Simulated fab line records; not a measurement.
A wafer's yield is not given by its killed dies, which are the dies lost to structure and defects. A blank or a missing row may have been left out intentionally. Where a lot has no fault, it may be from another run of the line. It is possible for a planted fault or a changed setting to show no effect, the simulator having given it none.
Which of the tools did it? + flow sky130 + 14 lots with 42 wafers sampled at 4 steps, on a route of 708 steps

WHAT EACH GAUGE READ, for each wafer
SKY_VIA1_CD_MEAS_12 targets a cd of 150 nm. Usual: cd_nm reads 150.9 nm (standard deviation 1.7).
| lot  | measured     | on        | cd_nm (nm)        | flag |
|------|--------------|-----------|-------------------|------|
| L172 | day 33 16:12 | cd_sem-02 | 150.3 151.4 150.5 |      |
| L173 | day 34 10:32 | cd_sem-02 | 154.1 151.9 151.8 |      |
| L174 | day 34 11:08 | cd_sem-01 | 147.3 147.3 148.9 |      |
| L175 | day 35 01:22 | cd_sem-01 | 152.0 150.8 150.8 |      |
| L176 | day 36 07:06 | cd_sem-02 | 149.6 148.5 150.1 |      |
| L177 | day 36 07:17 | cd_sem-02 | 151.0 153.5 150.3 |      |
| L178 | day 36 08:01 | cd_sem-01 | 151.3 149.9 150.1 |      |
| L179 | day 36 09:55 | cd_sem-02 | 152.3 151.6 150.5 |      |
| L180 | day 36 14:46 | cd_sem-01 | 152.1 153.2 151.2 |      |
| L185 | day 38 08:26 | cd_sem-02 | 149.8 151.9 150.0 |      |
| L187 | day 39 04:18 | cd_sem-01 | 149.9 148.7 151.3 |      |
| L191 | day 39 22:12 | cd_sem-01 | 150.2 148.9 148.7 |      |
| L193 | day 40 12:56 | cd_sem-02 | 149.9 150.1 149.8 |      |
| L194 | day 42 15:59 | cd_sem-01 | 154.1 153.2 153.7 |      |

SKY_METAL2_THK_MEAS_06: measures by xrf. Usual: METAL2_ALCU_THK 253.6 nm, standard deviation 2.9.
| lot  | measured     | on            | METAL2_ALCU_THK (nm) | flag |
|------|--------------|---------------|----------------------|------|
| L172 | day 33 17:55 | film_metro-01 | 255.2 248.9 251.2    |      |
| L173 | day 34 12:19 | film_metro-01 | 255.1 255.3 250.9    |      |
| L174 | day 34 12:56 | film_metro-02 | 262.5 258.6 258.7    |      |
| L175 | day 35 03:06 | film_metro-02 | 251.7 249.9 252.4    |      |
| L176 | day 36 08:49 | film_metro-01 | 254.2 258.2 257.6    |      |
| L177 | day 36 09:05 | film_metro-02 | 250.8 256.3 254.4    |      |
| L178 | day 36 09:44 | film_metro-01 | 253.5 254.2 255.8    |      |
| L179 | day 36 11:41 | film_metro-03 | 254.8 254.3 258.3    |      |
| L180 | day 36 16:32 | film_metro-02 | 255.1 255.8 253.3    |      |
| L191 | day 39 23:59 | film_metro-01 | 251.7 256.5 250.2    |      |
| L193 | day 40 14:40 | film_metro-01 | 257.9 257.9 258.3    |      |
| L194 | day 42 17:47 | film_metro-03 | 256.0 254.8 253.2    |      |

WHICH TOOL RAN EACH LOT (tool, then ch and the chambers of the sampled wafers, then the start)
| lot  | SKY_METAL1_STRIP_20                  | SKY_VIA1_CMP_24               |
|------|--------------------------------------|-------------------------------|
| L172 | plasma_asher-03 ch 0, day 32 12:37   | cmp-02 ch 0,1,3, day 33 17:27 |
| L173 | plasma_asher-03 ch 0,1, day 33 06:46 | cmp-02 ch 0,1,2, day 34 11:49 |
| L174 | plasma_asher-02 ch 0,1, day 33 07:40 | cmp-02 ch 0,1,2, day 34 12:25 |
| L175 | plasma_asher-04 ch 0,1, day 33 21:59 | cmp-02 ch 0,3, day 35 02:31   |
| L176 | plasma_asher-02 ch 0,1, day 35 04:11 | cmp-01 ch 0,1,2, day 36 08:20 |
| L177 | plasma_asher-02 ch 0,1, day 35 04:41 | cmp-02 ch 0,2,3, day 36 08:39 |
| L178 | plasma_asher-03 ch 0, day 35 05:01   | cmp-01 ch 0,2,3, day 36 09:17 |
| L179 | plasma_asher-02 ch 0,1, day 35 06:52 | cmp-02 ch 0,2,3, day 36 11:13 |
| L180 | plasma_asher-02 ch 0,1, day 35 12:31 | cmp-01 ch 0,3, day 36 15:56   |
| L185 | plasma_asher-02 ch 0,1, day 37 04:46 | cmp-02 ch 0,1, day 38 09:35   |
| L187 | plasma_asher-04 ch 0,1, day 38 01:54 | cmp-02 ch 0,3, day 39 05:28   |
| L191 | plasma_asher-04 ch 0,1, day 38 20:19 | cmp-01 ch 1,2,3, day 39 23:31 |
| L193 | plasma_asher-03 ch 0,1, day 39 10:56 | cmp-01 ch 0,1,2, day 40 14:13 |
| L194 | plasma_asher-03 ch 0,1, day 41 15:46 | cmp-01 ch 0,1, day 42 17:17   |
- SKY_METAL1_STRIP_20: strips in O2/N2.
- SKY_VIA1_CMP_24: polishes, stops on SiO2, t overpolish 15 s, target thk 0 nm.

AS READ BY THE TOOLS THEMSELVES (means over the sampled wafers that have a number; for cases with no such wafer, the mark the record gives instead)
SKY_METAL1_STRIP_20. Usual: drypump_motor_current_A 5.8 A, standard deviation 0.47; n2_flow_sccm 299.9 sccm, standard deviation 0.93; oes_product_au 0.341 a.u., standard deviation 0.0046; strip_time_to_endpoint_s 2.660 s, standard deviation 0.026.
| lot  | tool            | drypump_motor_current_A (A) | n2_flow_sccm (sccm) | oes_product_au (a.u.) | strip_time_to_endpoint_s (s) | flag |
|------|-----------------|-----------------------------|---------------------|-----------------------|------------------------------|------|
| L172 | plasma_asher-03 | 5.4                         | 298.5               | 0.340                 | 2.631                        |      |
| L173 | plasma_asher-03 | 5.8                         | 299.2               | 0.343                 | 2.673                        |      |
| L174 | plasma_asher-02 | 6.2                         | 299.8               | 0.339                 | 2.684                        |      |
| L175 | plasma_asher-04 | 5.4                         | 299.8               | 0.336                 | 2.654                        |      |
| L176 | plasma_asher-02 | 6.2                         | 299.8               | 0.340                 | 2.675                        |      |
| L177 | plasma_asher-02 | 6.1                         | 300.0               | 0.342                 | 2.644                        |      |
| L178 | plasma_asher-03 | 5.5                         | 300.2               | 0.342                 | 2.671                        |      |
| L179 | plasma_asher-02 | 6.1                         | 300.2               | 0.340                 | 2.680                        |      |
| L180 | plasma_asher-02 | 6.1                         | 299.9               | 0.339                 | 2.661                        |      |
| L185 | plasma_asher-02 | 6.2                         | 300.3               | 0.344                 | 2.640                        |      |
| L187 | plasma_asher-04 | 5.3                         | 300.0               | 0.342                 | 2.690                        |      |
| L191 | plasma_asher-04 | 5.2                         | 300.5               | 0.337                 | 2.645                        |      |
| L193 | plasma_asher-03 | 5.7                         | 300.8               | 0.340                 | 2.668                        |      |
| L194 | plasma_asher-03 | 5.7                         | 300.5               | 0.340                 | 2.635                        |      |

SKY_VIA1_CMP_24. Usual: head_pressure_psi 3.499 psi, standard deviation 0.0074; motor_current_A 11.9 A, standard deviation 1; overpolish_run_s 15.001 s, standard deviation 0.0085; retaining_ring_pressure_frac 1.000, standard deviation 0.0055; time_to_endpoint_s 64.2 s, standard deviation 2.5.
| lot  | tool   | head_pressure_psi (psi) | motor_current_A (A) | overpolish_run_s (s) | retaining_ring_pressure_frac | time_to_endpoint_s (s) | flag |
|------|--------|-------------------------|---------------------|----------------------|------------------------------|------------------------|------|
| L172 | cmp-02 | 3.497                   | 11.9                | 15.003               | 0.999                        | 60.8                   |      |
| L173 | cmp-02 | 3.491                   | 11.6                | 15.007               | 0.998                        | 63.6                   |      |
| L174 | cmp-02 | 3.497                   | 11.6                | 15.006               | 1.006                        | 65.0                   |      |
| L175 | cmp-02 | 3.501                   | 12.4                | 15.000               | 0.997                        | 67.7                   |      |
| L176 | cmp-01 | 3.501                   | 12.1                | 15.001               | 1.006                        | 59.9                   |      |
| L177 | cmp-02 | 3.509                   | 11.3                | 15.007               | 1.000                        | 63.5                   |      |
| L178 | cmp-01 | 3.503                   | 12.9                | 15.009               | 0.996                        | 62.2                   |      |
| L179 | cmp-02 | 3.497                   | 12.0                | 15.000               | 1.007                        | 66.1                   |      |
| L180 | cmp-01 | 3.499                   | 12.6                | 14.991               | 0.997                        | 64.7                   |      |
| L185 | cmp-02 | 3.498                   | 11.0                | 0.041                | 1.004                        | 103.4                  | OFF  |
| L187 | cmp-02 | 3.507                   | 12.2                | 0.041                | 1.006                        | 104.2                  | OFF  |
| L191 | cmp-01 | 3.508                   | 11.9                | 15.004               | 0.996                        | 68.6                   |      |
| L193 | cmp-01 | 3.496                   | 12.1                | 14.994               | 1.001                        | 68.2                   |      |
| L194 | cmp-01 | 3.499                   | 13.0                | 15.010               | 1.000                        | 63.2                   |      |

THE ANSWER, worked out from the rows above alone
Rule: a lot counts as off when the mean over its wafers that have a number is more than 3 standard deviations away from the usual mean. A lot without any number at a reading at which 4 lots or more have one is off too. The other lots that the step has rows for count as sound. After the gauges, taken in route order, come the tools' own readings; for these a lot's mean is taken, as printed above. At the first step where some lot is off, the reading lying furthest off is the one used; lots without a number count as furthest.
Off at SKY_VIA1_CMP_24 (overpolish_run_s): L185, L187.
A tool fits if, at that step or a process step before it, it ran every lot that is off, and no sound lot after the first of them. One fits: SKY_VIA1_CMP_24 on cmp-02. A fault onset in the window from L179 (day 36 11:13, its last sound lot) to L185 (day 38 09:35, its first lot off) fits.
The tool's own readings at SKY_VIA1_CMP_24 bear it out: on the lots that are off they differ by more than 5 times the standard deviation of the sound lots' means. overpolish_run_s reads 0.041 s there against 15.003 s on the sound lots; time_to_endpoint_s reads 103.8 s there against 64.5 s on the sound lots.

WHAT THE SIMULATOR PUT IN
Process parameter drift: cmp-02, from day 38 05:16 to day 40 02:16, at SKY_VIA1_CMP_24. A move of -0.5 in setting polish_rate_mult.
Lots struck among those shown: L185, L187. Same finding as the rule above.
